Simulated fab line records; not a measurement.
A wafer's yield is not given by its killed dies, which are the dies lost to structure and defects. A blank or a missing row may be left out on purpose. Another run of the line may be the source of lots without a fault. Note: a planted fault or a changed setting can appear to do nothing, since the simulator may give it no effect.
Struck lot and sound lot, side by side | flow sky130 | 17 steps out of a route of 708
Sound: the wafers L705.3, L705.5, L705.6. Struck: wafers L713.1, L713.3, L713.5. The cause is given at the end.
Each step with rows lists, per side, the tool, then ch with its chambers, then its first start. Under that, the readings that differ: sound wafers | struck wafers | difference of the means | sigmas: that difference in standard deviations of wafers without a fault.
alike: words and numbers the same on both sides, and readings whose means are apart by under 2 such deviations; not compared: readings that were withheld, readings missing a value for some wafer, numbers with overlapping values and no deviation given by the record, and bounds like >300 which may hide the same value.
Wherever a step has rows on one side only, a row that says differs or no value, or a row with sigmas, the two part there. Non-overlapping numbers with no deviation appear without sigmas and do not part them. A reading missing from all wafers of one side parts the sides only when that side holds two or more wafers.

first, 4 steps without rows for these wafers: SKY_LDD_LDN_SOFTBAKE_03 (time 60 s); SKY_LDD_LDN_EXPOSE_04 (exposes mask LDNTM, target cd 700 nm); SKY_LDD_LDN_PEB_05; SKY_LDD_LDN_DEVELOP_06 (develop time 60 s).
SKY_LDD_LDN_OVL_MEAS_07:
  struck on overlay-01, day 28 01:18; sound on overlay-01, day 25 10:58
  alike: LDD_LDN_OVL
then, 4 steps without rows for these wafers: SKY_LDD_LDN_IMPLANT_08; SKY_LDD_LDN_IMPLANT_09; SKY_LDD_LDN_IMPLANT_10; SKY_LDD_LDN_IMPLANT_11.
SKY_LDD_LDN_STRIP_12: strips in O2/N2.
  sound on plasmaAsher-03 ch 0,1, day 25 11:37; struck on plasmaAsher-03 ch 0,1, day 28 01:56
  alike: drypumpMotorCurrentA, oesProductAu, stripTimeToEndpointS
  not compared: rfHoursCounterH
SKY_LDD_LDN_TW_MEAS_13:
  struck on filmMetro-03, day 28 02:02; sound on filmMetro-02, day 25 11:42
reading    | sound          | struck         | difference | sigmas
LDD_LDN_TW | 1446 1452 1449 | 1494 1491 1498 | +45        | +3
then, 1 step without rows for these wafers: SKY_LDD_LDN_CLEAN_14 (cleans in SC1/SC2, time 150 s).
SKY_SPACER_CVD_00: deposits Si3N4 from DCS/NH3, target thk 43.1 nm, time 740 s.
  sound on lpcvd-02 ch 0, day 25 11:47; struck on lpcvd-02 ch 1, day 28 04:13
reading               | sound          | struck         | difference | sigmas
zonePowerLowerPct (%) | 12.5 12.7 12.4 | 15.2 15.1 15.2 | +2.6       | +2
  alike: spikeTcTopC
SKY_SPACER_THK_MEAS_01:
  struck on filmMetro-02, day 28 05:25; sound on filmMetro-02, day 25 13:01
reading                | sound          | struck         | difference | sigmas
SPACER_CVD_00_THK (nm) | 43.4 43.3 43.2 | 34.6 34.3 34.7 | -8.8       | -22
SKY_SPACER_ETCHBACK_02: etches Si3N4 in CH3F/O2, stops on SiO2, time 46.7 s, target depth 45 nm.
  sound on rieDiel-03 ch 1,2, day 25 13:04; struck on rieDiel-03 ch 0,3, day 28 05:29
reading              | sound                | struck               | difference | sigmas
oesProductAu (a.u.)  | 0.857 0.851 0.854    | 0.747 0.757 0.754    | -0.101     | -16
throttleValvePct (%) | 10.585 10.562 10.574 | 10.551 10.548 10.547 | -0.025     | -3
  alike: drypumpMotorCurrentA
  not compared: rfHoursCounterH
then, 1 step without rows for these wafers: SKY_POLY_CUT_DEHYDRATE_00 (time 60 s).
-- the record jumps here: 21 days lie between the struck wafers' starts before and after (it left off in module POLY_CUT and takes up again in module PAD_OPEN, whose first step shown is number 708 of the route) --
SKY_PAD_OPEN_PROBE_99:
  struck on prober-02, day 49 09:49; sound on prober-02, day 47 16:09
reading                                      | sound                | struck            | difference | sigmas
model.etest.pfet_01v8.driveUaUmRimLessCentre | -0.736 -2.657 -3.118 | 3.769 2.498 8.227 | +7.002     | 
model.etest.pfet_01v8.driveUaUmRange         | 3.913 8.278 6.209    | 8.94 8.933 10.61  | +3.36      | 
  alike: killed_at_M0_to_M3, killed_at_M4_up, killedAtContacts, killedAtFrontEnd, killedAtOther, killedDies, killedOpen, killedShort
  not compared: model.etest.nfet_01v8.driveUaUmRimLessCentre, model.etest.nfet_01v8.driveUaUmRange, model.etest.pfet_01v8.vtVRimLessCentre, model.etest.pfet_01v8.vtVRange

## WHERE THEY PART
At SKY_LDD_LDN_TW_MEAS_13 first; at SKY_SPACER_ETCHBACK_02 last (within this record only). Later steps at which nothing parts them and some readings are alike: SKY_PAD_OPEN_PROBE_99.

WHY: whatever the simulator had introduced
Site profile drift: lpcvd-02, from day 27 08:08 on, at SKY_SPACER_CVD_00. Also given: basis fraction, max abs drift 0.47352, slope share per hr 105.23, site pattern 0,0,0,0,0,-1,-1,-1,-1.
